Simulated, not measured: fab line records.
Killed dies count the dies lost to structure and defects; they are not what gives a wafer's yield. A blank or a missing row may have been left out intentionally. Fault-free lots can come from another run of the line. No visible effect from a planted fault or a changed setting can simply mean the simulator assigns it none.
2 desks looking at one fault    flow sky130    numbers are kept per desk, each desk with only its own; the story behind them comes last

== DESK OF THE TOOL OWNER: pecvd-02 ==
The tool's own readings at SKY_PASSIVATION_CVD_02 (deposits Si3N4, target thk 540 nm): means of the sampled wafers that have a number, for each lot that ran on this tool. Any lot whose mean is over 4 standard deviations away from the usual mean is out of limits and marked OUT; that distance is given in the brackets.
Columns: A = heater power w at SKY_PASSIVATION_CVD_02, usual 745 W
lot   first seen here  A
L203  day 44 23:55     806
L206  day 45 12:27     749
L212  day 47 04:53     700
L214  day 47 18:23     719
This desk's finding: nothing out of limits on any of the 4 lots.

== AT THE METROLOGY DESK ==
What the gauges read, lot by lot, whatever tool the lot ran on: means of the sampled wafers that have a number. Any lot whose mean is over 4 standard deviations away from the usual mean is out of limits and marked OUT; that distance is given in the brackets.
Columns: A = METAL4_OVL at SKY_METAL4_OVL_MEAS_14, usual 1 nm; B = PASSIVATION_CVD_00_THK at SKY_PASSIVATION_THK_MEAS_01, usual 90.1 nm; C = PASSIVATION_CVD_02_THK at SKY_PASSIVATION_THK_MEAS_03, usual 540 nm
lot   first seen here  A   B     C
L203  day 43 02:37     -5  89.3  545
L206  day 43 13:59     3   90.4  541
L205  day 43 16:43     -6  90.4  546
L207  day 43 20:08     7   91.1  536
L209  day 44 11:31     2   90.6  544
L212  day 45 05:51     -4  90.6  523
L214  day 45 21:51     3   90.7  515
L219  day 46 23:16     -1  90.4  542
L223  day 47 17:04     -8  90.0  542
L225  day 48 00:46     10  90.3  527
L226  day 48 06:58     -8  89.1  535
This desk's finding: nothing out of limits on any of the 11 lots.

== PUT TOGETHER ==
Nothing out of limits was seen by the tool owner's desk.
The metrology desk saw nothing out of limits.

== WHAT THE SIMULATOR HAD PUT IN ==
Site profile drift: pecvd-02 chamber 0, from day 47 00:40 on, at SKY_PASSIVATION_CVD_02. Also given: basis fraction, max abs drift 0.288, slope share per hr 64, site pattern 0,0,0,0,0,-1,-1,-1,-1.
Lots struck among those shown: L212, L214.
